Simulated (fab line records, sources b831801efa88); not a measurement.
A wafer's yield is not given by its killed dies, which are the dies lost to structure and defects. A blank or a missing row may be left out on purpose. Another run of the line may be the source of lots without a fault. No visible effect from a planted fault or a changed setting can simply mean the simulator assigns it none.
fab line records	flow sky130
[record] lots = 24	wafers = 72	last-day = 50
route steps=708 shown VIA3@575 METAL4@602 CAP2M@606 VIA4@641
lots with no fault: from the same line, run without faults
start-h: start of the lot's first displayed wafer, in hours after the record's first day	wait-h: hours elapsed since this lot's preceding step	" repeats the value in the row above	L1.1+2: a row that stands for several wafers	- no value, or no start given	* or withheld: withheld	< > ~ a bound
route shown NAME@n: a module of which the file shows steps, and the number in the route of the first	usual: average and standard deviation across the fault-free wafers	same: alike in all rows	chamber/n: place in a boat	sites: the reading at each site	_std_site: standard deviation of those values	_edge_site: inner sites' mean taken away from outer sites' mean	radius-mm: how far each site lies from the wafer's centre	mask NAME#n: copy n	behind: tool/chamber where the wafer was last shaped	hold: why the lot was held/for how many hours/how that ended	device: transistor that didn't switch, given as n, p or np	end of line: tests run on the same wafers once the route is complete	step lacking rows: just its recipe	killed: the dies lost at the first sort to structure and to defects; this is not the yield of the wafer	map: per-die view of a wafer (x killed, . not killed, _ where there is no die)
set.NAME: the setting that was run; set.NAME@STEP: the one run at that earlier step	model.NAME: the simulator's own value behind a step, which no gauge read
the route's steps for a sample of lots (tables are steps, rows are wafers)
services: when a tool's chamber went out of use (start-h, in hours from the record's first day, below 0 if earlier), for how many hours, and the reason
[[steps]]
[step SKY_VIA3_CMP_02]
[recipe] material = SiO2	down-force-psi = 4	platen-rpm = 60	pad-velocity-m-s = 0.94248
[usual] motor-current-A = 12.1/1.5	slurry-flow-ml-min = 149.9/0.43
lot.wafer	tool	chamber	start-h	wait-h	motor-current-A	slurry-flow-ml-min
L074.2	cmp-02	1	902.51	0.2	9.1	150.0
L074.6	"	2	"	"	13.0	149.6
L074.5	"	3	"	"	11.2	149.6
L075.3	cmp-01	0	910.91	0.0	13.9	149.8
L075.2	"	2	"	"	13.4	150.4
L075.6	"	1	"	"	12.7	149.9
L076.1	cmp-01	0	938.86	0.1	13.6	150.0
L076.3	"	2	"	"	12.7	149.7
L076.6	"	1	"	"	12.8	149.7
L077.4	cmp-02	2	939.79	0.1	12.2	150.0
L077.2	"	3	"	"	10.6	150.1
L077.5	"	0	"	"	11.7	149.8
L079.2	cmp-02	0	943.46	0.0	12.3	150.3
L079.4	"	1	"	"	9.5	149.2
L079.1	"	2	"	"	12.5	150.3
L078.2	cmp-02	1	944.89	0.0	8.8	149.9
L078.4	"	2	"	"	12.7	149.8
L078.1	"	3	"	"	10.8	150.3
L080.2	cmp-01	0	945.08	0.1	14.5	150.1
L080.1	"	1	"	"	12.6	149.9
L080.5	"	2	"	"	13.4	150.6
L081.3	cmp-01	2	948.80	0.0	13.4	149.8
L081.1	"	0	"	"	14.8	150.6
L081.4	"	1	"	"	13.5	149.2
L082.1	cmp-01	1	967.71	0.1	12.7	149.3
L082.5	"	1	"	"	12.2	149.8
L082.6	"	2	"	"	12.6	149.8
L083.2	cmp-01	1	969.06	0.2	12.6	149.8
L083.5	"	2	"	"	13.1	149.6
L083.6	"	3	"	"	12.1	150.1
L085.4	cmp-02	2	977.90	0.0	12.4	150.6
L085.6	"	2	"	"	11.8	150.8
L085.5	"	3	"	"	11.3	150.4
L084.1	cmp-01	1	978.90	0.4	12.2	150.4
L084.4	"	2	"	"	13.4	150.3
L084.5	"	1	"	"	12.6	150.3
L086.1	cmp-01	3	992.86	0.1	12.6	149.6
L086.4	"	0	"	"	14.5	150.0
L086.3	"	1	"	"	12.8	149.8
L089.3	cmp-01	1	1019.18	0.0	12.7	150.7
L089.4	"	2	"	"	12.7	149.8
L089.2	"	3	"	"	11.8	150.2
L087.1	cmp-02	1	1020.64	0.1	9.0	149.9
L087.3	"	2	"	"	12.1	150.1
L087.4	"	3	"	"	11.4	148.9
L088.4	cmp-01	2	1021.19	0.1	13.4	150.1
L088.3	"	3	"	"	12.3	149.6
L088.5	"	0	"	"	14.4	150.5
L090.3	cmp-02	1	1021.20	0.0	9.5	149.4
L090.4	"	2	"	"	11.7	149.5
L090.2	"	3	"	"	11.1	150.3
L091.4	cmp-02	0	1022.82	0.3	11.9	149.8
L091.5	"	1	"	"	9.3	150.3
L091.6	"	2	"	"	12.1	150.3
L092.4	cmp-02	2	1025.78	0.1	11.9	149.6
L092.3	"	3	"	"	10.8	149.3
L092.6	"	1	"	"	8.3	150.1
L093.3	cmp-01	1	1026.78	0.2	12.2	149.7
L093.4	"	2	"	"	12.6	150.6
L093.5	"	2	"	"	13.0	150.0
L094.2	cmp-02	0	1039.85	0.0	12.1	150.0
L094.3	"	2	"	"	12.5	150.5
L094.6	"	0	"	"	12.1	149.9
L095.2	cmp-02	3	1045.45	0.1	10.9	150.4
L095.3	"	0	"	"	11.8	149.6
L095.6	"	1	"	"	8.9	150.1
L096.4	cmp-01	1	1049.70	0.1	12.1	149.6
L096.6	"	0	"	"	13.2	149.6
L096.5	"	1	"	"	12.3	149.8
L097.4	cmp-01	0	1051.74	0.1	14.0	150.4
L097.1	"	1	"	"	12.6	149.6
L097.3	"	2	"	"	13.3	150.8
[step SKY_METAL4_SPUTTER_04]
[recipe] material = TiN	target-thk-nm = 70	power-w = 6500	time-s = 58.3	chamber-pressure-pa = 0.4
[usual] throttle-valve-pct = 30.4/0.89
lot.wafer	tool	chamber	start-h	wait-h	throttle-valve-pct
L074.2	pvd-sputter-03	-	927.34	0.0	30.5
L074.5	"	-	"	"	30.8
L074.6	"	-	"	"	30.6
L075.2	pvd-sputter-04	-	937.44	0.0	30.2
L075.3	"	-	"	"	28.8
L075.6	"	-	"	"	29.1
L076.1	pvd-sputter-02	-	964.78	0.0	31.9
L076.3	"	-	"	"	29.8
L076.6	"	-	"	"	30.9
L077.2	pvd-sputter-03	-	965.93	0.0	30.3
L077.4	"	-	"	"	32.1
L077.5	"	-	"	"	30.6
L079.1	pvd-sputter-04	-	970.05	0.0	28.9
L079.2	"	-	"	"	29.6
L079.4	"	-	"	"	29.7
L078.1	pvd-sputter-02	-	972.02	0.0	31.8
L078.2	"	-	"	"	31.3
L078.4	"	-	"	"	30.8
L080.1	pvd-sputter-03	-	972.21	0.0	29.9
L080.2	"	-	"	"	32.2
L080.5	"	-	"	"	29.8
L081.1	pvd-sputter-04	-	975.47	0.0	29.0
L081.3	"	-	"	"	29.3
L081.4	"	-	"	"	29.8
L082.1	pvd-sputter-03	-	992.54	0.0	30.4
L082.5	"	-	"	"	30.2
L082.6	"	-	"	"	31.8
L083.2	pvd-sputter-02	-	994.44	0.0	32.0
L083.5	"	-	"	"	31.8
L083.6	"	-	"	"	29.5
L085.4	pvd-sputter-03	-	1003.12	0.0	30.4
L085.5	"	-	"	"	29.8
L085.6	"	-	"	"	30.5
L084.1	pvd-sputter-03	-	1003.74	0.0	30.2
L084.4	"	-	"	"	30.3
L084.5	"	-	"	"	30.3
L086.1	pvd-sputter-04	-	1017.39	0.0	30.3
L086.3	"	-	"	"	29.5
L086.4	"	-	"	"	29.2
L089.2	pvd-sputter-03	-	1042.60	0.0	29.9
L089.3	"	-	"	"	30.7
L089.4	"	-	"	"	32.1
L087.1	pvd-sputter-02	-	1045.99	0.0	29.6
L087.3	"	-	"	"	30.8
L087.4	"	-	"	"	31.1
L088.3	pvd-sputter-03	-	1046.11	0.0	29.8
L088.4	"	-	"	"	30.7
L088.5	"	-	"	"	30.1
L090.2	pvd-sputter-02	-	1046.29	0.0	30.3
L090.3	"	-	"	"	29.6
L090.4	"	-	"	"	31.0
L091.4	pvd-sputter-03	-	1047.51	0.0	30.2
L091.5	"	-	"	"	29.9
L091.6	"	-	"	"	32.3
L092.3	pvd-sputter-03	-	1050.48	0.0	32.0
L092.4	"	-	"	"	30.3
L092.6	"	-	"	"	30.0
L093.3	pvd-sputter-03	-	1051.65	0.0	32.0
L093.4	"	-	"	"	30.3
L093.5	"	-	"	"	29.8
L094.2	pvd-sputter-02	-	1063.01	0.0	31.9
L094.3	"	-	"	"	30.8
L094.6	"	-	"	"	31.8
L095.2	pvd-sputter-04	-	1068.47	0.0	29.7
L095.3	"	-	"	"	29.0
L095.6	"	-	"	"	29.4
L096.4	pvd-sputter-02	-	1072.34	0.0	31.0
L096.5	"	-	"	"	31.5
L096.6	"	-	"	"	29.7
L097.1	pvd-sputter-02	-	1074.78	0.0	31.6
L097.3	"	-	"	"	31.1
L097.4	"	-	"	"	29.6
[step SKY_CAP2M_RS_MEAS_03]
[recipe] thk-meas-gauge = four-point-probe	reads = TiN_of_CAP2M_SPUTTER_02
[usual] CAP2M_TIN_RS = 6.93/0.085
lot.wafer	tool	chamber	start-h	wait-h	CAP2M_TIN_RS[ohm/sq]
L074.2	film-metro-04	-	927.60	0.1	6.97
L074.5	"	-	"	"	6.97
L074.6	"	-	"	"	6.93
L075.2	film-metro-03	-	937.70	0.1	6.98
L075.3	"	-	"	"	7.01
L075.6	"	-	"	"	7.00
L076.1	film-metro-02	-	965.02	0.1	6.99
L076.3	"	-	"	"	7.02
L076.6	"	-	"	"	6.99
L077.2	film-metro-03	-	966.19	0.1	6.94
L077.4	"	-	"	"	6.93
L077.5	"	-	"	"	6.94
L079.1	film-metro-04	-	970.29	0.1	6.79
L079.2	"	-	"	"	6.83
L079.4	"	-	"	"	6.81
L078.1	film-metro-03	-	972.26	0.1	7.01
L078.2	"	-	"	"	7.02
L078.4	"	-	"	"	6.98
L080.1	film-metro-02	-	972.45	0.1	6.82
L080.2	"	-	"	"	6.84
L080.5	"	-	"	"	6.81
L081.1	film-metro-04	-	975.71	0.1	7.02
L081.3	"	-	"	"	7.00
L081.4	"	-	"	"	7.04
L082.1	film-metro-04	-	992.78	0.1	6.95
L082.5	"	-	"	"	6.93
L082.6	"	-	"	"	6.98
L083.2	film-metro-03	-	994.70	0.1	6.91
L083.5	"	-	"	"	6.87
L083.6	"	-	"	"	6.83
L085.4	film-metro-04	-	1003.46	0.1	6.88
L085.5	"	-	"	"	6.90
L085.6	"	-	"	"	6.94
L084.1	film-metro-02	-	1003.99	0.1	6.94
L084.4	"	-	"	"	6.95
L084.5	"	-	"	"	6.96
L086.1	film-metro-02	-	1017.63	0.1	6.84
L086.3	"	-	"	"	6.83
L086.4	"	-	"	"	6.82
L089.2	film-metro-02	-	1042.86	0.1	6.91
L089.3	"	-	"	"	6.92
L089.4	"	-	"	"	6.94
L087.1	film-metro-02	-	1046.23	0.1	6.84
L087.3	"	-	"	"	6.82
L087.4	"	-	"	"	6.86
L088.3	film-metro-04	-	1046.39	0.1	6.98
L088.4	"	-	"	"	7.04
L088.5	"	-	"	"	7.01
L090.2	film-metro-03	-	1046.55	0.1	6.87
L090.3	"	-	"	"	6.85
L090.4	"	-	"	"	6.84
L091.4	film-metro-04	-	1047.81	0.1	7.13
L091.5	"	-	"	"	7.06
L091.6	"	-	"	"	7.14
L092.3	film-metro-04	-	1050.76	0.1	6.94
L092.4	"	-	"	"	6.99
L092.6	"	-	"	"	6.95
L093.3	film-metro-04	-	1051.93	0.1	6.88
L093.4	"	-	"	"	6.94
L093.5	"	-	"	"	6.94
L094.2	film-metro-04	-	1063.27	0.1	7.07
L094.3	"	-	"	"	6.98
L094.6	"	-	"	"	7.04
L095.2	film-metro-04	-	1068.73	0.1	6.91
L095.3	"	-	"	"	6.99
L095.6	"	-	"	"	6.85
L096.4	film-metro-02	-	1072.64	0.1	6.82
L096.5	"	-	"	"	6.83
L096.6	"	-	"	"	6.82
L097.1	film-metro-04	-	1075.02	0.1	6.86
L097.3	"	-	"	"	6.93
L097.4	"	-	"	"	6.85
[step SKY_CAP2M_OVL_MEAS_12]
[usual] CAP2M_OVL = -0.8/1.3
lot.wafer	tool	chamber	start-h	wait-h	CAP2M_OVL[nm]
L074.2	overlay-02	-	951.85	0.1	0.4
L074.5	"	-	"	"	-1.1
L074.6	"	-	"	"	-0.2
L075.2	overlay-01	-	961.96	0.1	-0.2
L075.3	"	-	"	"	-1.5
L075.6	"	-	"	"	-1.3
L076.1	overlay-02	-	988.19	0.1	0.0
L076.3	"	-	"	"	0.0
L076.6	"	-	"	"	-0.8
L077.2	overlay-02	-	989.10	0.1	-0.6
L077.4	"	-	"	"	-1.8
L077.5	"	-	"	"	-0.8
L079.1	overlay-01	-	993.47	0.1	-1.1
L079.2	"	-	"	"	1.0
L079.4	"	-	"	"	-0.7
L078.1	overlay-02	-	995.20	0.1	0.9
L078.2	"	-	"	"	0.5
L078.4	"	-	"	"	1.1
L080.1	overlay-01	-	995.44	0.1	-2.6
L080.2	"	-	"	"	-2.6
L080.5	"	-	"	"	-3.9
L081.1	overlay-02	-	998.15	0.1	1.2
L081.3	"	-	"	"	1.5
L081.4	"	-	"	"	1.0
L082.1	overlay-02	-	1014.42	0.1	-0.6
L082.5	"	-	"	"	1.0
L082.6	"	-	"	"	-1.2
L083.2	overlay-01	-	1017.30	0.1	-1.0
L083.5	"	-	"	"	-1.7
L083.6	"	-	"	"	-1.3
L085.4	overlay-02	-	1024.99	0.1	-1.3
L085.5	"	-	"	"	-1.0
L085.6	"	-	"	"	-2.4
L084.1	overlay-01	-	1026.07	0.1	0.2
L084.4	"	-	"	"	1.8
L084.5	"	-	"	"	-0.2
L086.1	overlay-01	-	1039.14	0.1	-1.8
L086.3	"	-	"	"	-0.5
L086.4	"	-	"	"	-1.4
L089.2	overlay-02	-	1064.75	0.1	-0.4
L089.3	"	-	"	"	-1.5
L089.4	"	-	"	"	-1.4
L087.1	overlay-02	-	1067.10	0.1	-0.7
L087.3	"	-	"	"	-1.8
L087.4	"	-	"	"	-0.6
L088.3	overlay-01	-	1067.36	0.1	-2.7
L088.4	"	-	"	"	-0.2
L088.5	"	-	"	"	-1.7
L090.2	overlay-01	-	1067.65	0.1	-1.5
L090.3	"	-	"	"	-0.9
L090.4	"	-	"	"	-1.1
L091.4	overlay-02	-	1069.22	0.1	-0.7
L091.5	"	-	"	"	-1.5
L091.6	"	-	"	"	-0.8
L092.3	overlay-01	-	1071.81	0.1	0.9
L092.4	"	-	"	"	0.5
L092.6	"	-	"	"	0.3
L093.3	overlay-01	-	1072.26	0.1	-1.8
L093.4	"	-	"	"	-2.0
L093.5	"	-	"	"	-1.4
L094.2	overlay-01	-	1084.05	0.1	-0.3
L094.3	"	-	"	"	-1.0
L094.6	"	-	"	"	-0.7
L095.2	overlay-01	-	1089.57	0.1	0.6
L095.3	"	-	"	"	0.8
L095.6	"	-	"	"	1.0
L096.4	overlay-01	-	1092.67	0.1	-2.6
L096.5	"	-	"	"	-2.6
L096.6	"	-	"	"	-2.7
L097.1	overlay-01	-	1095.92	0.1	-2.1
L097.3	"	-	"	"	-1.6
L097.4	"	-	"	"	-1.1
[step SKY_METAL4_DESCUM_15]
[recipe] chemistry = O2	source-power-w = 150	bias-power-w = 0	pressure-mtorr = 10	temp-c = 40	time-s = 8
[usual] drypump-motor-current-A = 5.6/0.46	oes-product-au = 0.998/0.0074	rf-fwd-power-W = 146.7/0.68
lot.wafer	tool	chamber	start-h	wait-h	drypump-motor-current-A	oes-product-au	rf-fwd-power-W	rf-hours-counter-h
L074.2	rie-metal-02	1	977.22	0.0	6.1	0.995	146.6	16
L074.5	"	0	"	"	5.8	0.989	147.9	-
L074.6	"	1	"	"	6.1	1.002	146.1	-
L075.2	rie-metal-03	0	986.52	0.0	6.1	0.994	146.5	11
L075.3	"	1	"	"	5.5	1.002	146.5	-
L075.6	"	1	"	"	5.5	1.000	145.8	-
L076.1	rie-metal-03	0	1011.37	0.0	6.1	0.996	146.9	12
L076.3	"	1	"	"	5.5	0.999	147.0	-
L076.6	"	1	"	"	5.5	1.001	146.1	-
L077.2	rie-metal-02	0	1012.42	0.0	5.8	1.001	148.2	9
L077.4	"	1	"	"	6.1	1.007	146.6	-
L077.5	"	1	"	"	6.1	0.991	145.8	-
L079.1	rie-metal-04	0	1017.37	0.0	5.2	1.002	146.3	17
L079.2	"	1	"	"	5.0	0.990	146.7	16
L079.4	"	1	"	"	5.0	0.997	146.8	-
L078.1	rie-metal-02	1	1018.32	0.0	6.1	0.999	145.9	18
L078.2	"	0	"	"	5.8	0.998	148.5	9
L078.4	"	0	"	"	5.8	0.993	148.0	-
L080.1	rie-metal-04	1	1018.82	0.0	5.0	0.999	146.3	17
L080.2	"	0	"	"	5.2	1.009	145.6	17
L080.5	"	1	"	"	5.0	0.999	147.0	-
L081.1	rie-metal-04	1	1021.15	0.0	4.9	0.997	146.9	17
L081.3	"	0	"	"	5.2	1.001	146.3	-
L081.4	"	1	"	"	4.9	0.992	146.5	-
L082.1	rie-metal-02	1	1037.00	0.0	6.1	0.997	146.4	19
L082.5	"	1	"	"	6.1	1.001	147.0	-
L082.6	"	0	"	"	5.8	0.992	147.7	-
L083.2	rie-metal-04	0	1040.45	0.0	5.1	1.008	146.3	19
L083.5	"	1	"	"	4.9	0.997	147.5	-
L083.6	"	0	"	"	5.1	1.005	146.4	-
L085.4	rie-metal-04	0	1047.99	0.0	5.2	1.000	147.1	-
L085.5	"	1	"	"	5.0	1.000	147.2	-
L085.6	"	0	"	"	5.2	0.997	146.8	-
L084.1	rie-metal-03	0	1049.20	0.0	6.1	0.990	146.8	14
L084.4	"	1	"	"	5.5	0.994	147.0	-
L084.5	"	1	"	"	5.5	0.983	146.6	-
L086.1	rie-metal-03	0	1061.10	0.0	6.1	1.005	146.7	15
L086.3	"	0	"	"	6.1	0.994	146.5	-
L086.4	"	1	"	"	5.5	1.011	145.8	-
L089.2	rie-metal-02	1	1086.90	0.0	6.1	1.005	145.9	20
L089.3	"	1	"	"	6.1	0.992	146.4	-
L089.4	"	0	"	"	5.8	0.999	148.2	-
L087.1	rie-metal-04	0	1088.62	0.0	5.2	1.004	145.4	22
L087.3	"	0	"	"	5.1	1.016	145.7	-
L087.4	"	1	"	"	5.0	0.985	146.4	-
L088.3	rie-metal-03	1	1089.65	0.0	5.5	1.010	147.1	-
L088.4	"	0	"	"	6.2	0.990	146.8	-
L088.5	"	0	"	"	6.1	1.001	146.3	-
L090.2	rie-metal-03	0	1090.07	0.0	6.1	0.984	146.8	17
L090.3	"	1	"	"	5.5	1.001	145.9	-
L090.4	"	0	"	"	6.1	0.988	146.0	-
L091.4	rie-metal-03	1	1090.33	0.0	5.5	1.005	146.5	-
L091.5	"	0	"	"	6.1	0.996	147.5	-
L091.6	"	1	"	"	5.5	1.000	146.4	-
L092.3	rie-metal-03	0	1092.84	0.0	6.1	0.998	146.6	-
L092.4	"	1	"	"	5.5	0.998	146.4	-
L092.6	"	1	"	"	5.5	1.003	147.2	-
L093.3	rie-metal-02	1	1093.54	0.0	6.1	0.994	146.2	-
L093.4	"	0	"	"	5.8	0.998	147.9	-
L093.5	"	0	"	"	5.8	0.989	147.9	-
L094.2	rie-metal-04	1	1105.39	0.0	4.9	1.002	147.0	-
L094.3	"	1	"	"	5.0	1.004	146.5	-
L094.6	"	1	"	"	5.0	1.000	146.1	-
L095.2	rie-metal-04	0	1109.87	0.0	5.2	1.004	146.3	24
L095.3	"	0	"	"	5.1	0.988	146.1	-
L095.6	"	0	"	"	5.2	0.997	146.2	-
L096.4	rie-metal-03	0	1113.83	0.0	6.1	1.000	146.7	-
L096.5	"	1	"	"	5.5	1.005	146.3	-
L096.6	"	0	"	"	6.1	1.001	147.0	-
L097.1	rie-metal-04	1	1116.70	0.0	4.9	1.000	146.5	25
L097.3	"	0	"	"	5.1	0.998	145.5	-
L097.4	"	1	"	"	4.9	1.003	146.4	-
[step SKY_VIA4_CMP_02]
[recipe] material = SiO2	down-force-psi = 4	platen-rpm = 60	pad-velocity-m-s = 0.94248
[usual] motor-current-A = 11.8/1.5	slurry-flow-ml-min = 150.0/0.43
lot.wafer	tool	chamber	start-h	wait-h	motor-current-A	slurry-flow-ml-min
L074.2	cmp-01	2	978.70	0.4	12.6	149.6
L074.6	"	3	"	"	13.1	149.2
L074.5	"	0	"	"	13.4	149.4
L075.3	cmp-02	1	987.68	0.0	9.6	149.9
L075.2	"	2	"	"	12.0	150.2
L075.6	"	1	"	"	9.3	149.7
L076.1	cmp-02	3	1012.63	0.1	11.5	149.4
L076.3	"	1	"	"	8.9	149.5
L076.6	"	3	"	"	11.5	149.8
L077.2	cmp-02	2	1013.64	0.0	12.4	149.4
L077.4	"	3	"	"	11.1	149.2
L077.5	"	2	"	"	11.3	150.1
L079.2	cmp-02	0	1018.53	0.0	12.3	150.2
L079.1	"	2	"	"	11.8	149.8
L079.4	"	3	"	"	11.0	150.6
L078.1	cmp-02	1	1019.67	0.1	8.8	150.5
L078.4	"	2	"	"	12.5	150.6
L078.2	"	3	"	"	10.8	151.0
L080.1	cmp-02	2	1020.04	0.1	12.2	150.3
L080.2	"	3	"	"	10.8	150.0
L080.5	"	1	"	"	9.2	150.2
L081.4	cmp-02	2	1022.37	0.0	11.8	150.2
L081.3	"	3	"	"	11.2	149.4
L081.1	"	1	"	"	8.6	149.5
L082.1	cmp-01	0	1038.31	0.2	14.6	149.8
L082.5	"	1	"	"	12.3	149.7
L082.6	"	2	"	"	13.2	150.3
L083.2	cmp-02	2	1041.76	0.2	12.1	150.0
L083.5	"	3	"	"	11.0	149.9
L083.6	"	0	"	"	11.7	150.7
L085.4	cmp-01	1	1049.19	0.1	12.1	148.9
L085.5	"	0	"	"	14.2	150.2
L085.6	"	1	"	"	12.1	149.5
L084.1	cmp-02	2	1050.58	0.2	12.5	150.2
L084.4	"	0	"	"	12.4	150.6
L084.5	"	2	"	"	12.6	150.3
L086.1	cmp-01	0	1062.26	0.1	14.1	149.7
L086.3	"	2	"	"	13.2	150.6
L086.4	"	3	"	"	11.8	149.2
L089.3	cmp-02	3	1088.94	0.9	10.8	150.0
L089.4	"	1	"	"	8.9	149.9
L089.2	"	2	"	"	12.0	150.3
L087.4	cmp-02	0	1091.34	1.5	11.9	150.0
L087.3	"	1	"	"	9.2	150.5
L087.1	"	2	"	"	12.1	149.8
L088.4	cmp-02	0	1092.04	0.8	12.1	149.5
L088.3	"	1	"	"	9.3	150.4
L088.5	"	2	"	"	12.0	149.9
L090.3	cmp-01	2	1092.23	0.8	14.0	150.1
L090.4	"	3	"	"	13.3	149.3
L090.2	"	1	"	"	11.6	150.6
L091.4	cmp-02	0	1092.24	0.7	12.6	150.5
L091.6	"	0	"	"	12.2	149.9
L091.5	"	1	"	"	9.3	149.8
L092.4	cmp-01	3	1094.52	0.1	12.3	149.8
L092.3	"	0	"	"	13.7	150.4
L092.6	"	2	"	"	13.5	150.4
L093.4	cmp-01	1	1094.82	0.0	13.0	150.2
L093.3	"	3	"	"	12.5	149.2
L093.5	"	1	"	"	12.5	150.1
L094.2	cmp-02	3	1106.75	0.0	11.0	150.3
L094.3	"	0	"	"	11.7	150.1
L094.6	"	0	"	"	12.1	150.4
L095.2	cmp-02	0	1111.85	0.7	12.4	150.0
L095.3	"	3	"	"	10.8	149.1
L095.6	"	1	"	"	9.5	150.0
L096.4	cmp-01	1	1116.49	0.9	12.5	150.4
L096.6	"	0	"	"	14.3	149.8
L096.5	"	1	"	"	13.1	150.4
L097.4	cmp-01	1	1117.94	0.1	12.1	149.6
L097.3	"	2	"	"	12.8	149.9
L097.1	"	3	"	"	12.0	149.6
[[services]]
tool	chamber	start-h	hours	kind
cmp-01	-	883.12	1.7	repair
rie-metal-04	0	905.00	5.9	repair
pvd-sputter-02	-	905.93	6.7	repair
pvd-sputter-02	-	907.84	5.2	repair
cmp-02	-	908.84	17.1	pm
cmp-01	-	912.28	4.0	pm
rie-metal-02	1	913.28	1.5	repair
pvd-sputter-02	-	914.69	4.2	repair
rie-metal-03	-	928.86	1.6	repair
cmp-01	-	979.45	5.1	pm
pvd-sputter-02	-	980.54	13.6	repair
cmp-02	-	989.30	4.6	repair
rie-metal-03	0	1015.24	11.5	repair
cmp-02	-	1015.91	0.2	repair
cmp-02	-	1033.60	4.2	repair
rie-metal-04	0	1043.19	1.6	repair
pvd-sputter-02	-	1053.78	0.6	repair
rie-metal-04	-	1060.64	0.4	repair
cmp-02	-	1084.04	4.0	pm
cmp-01	-	1086.41	5.2	repair
rie-metal-04	0	1097.98	9.9	repair
cmp-01	-	1110.22	5.6	pm
pvd-sputter-02	-	1116.55	8.4	repair
cmp-02	-	1117.26	1.6	repair
[[key]]
fault none
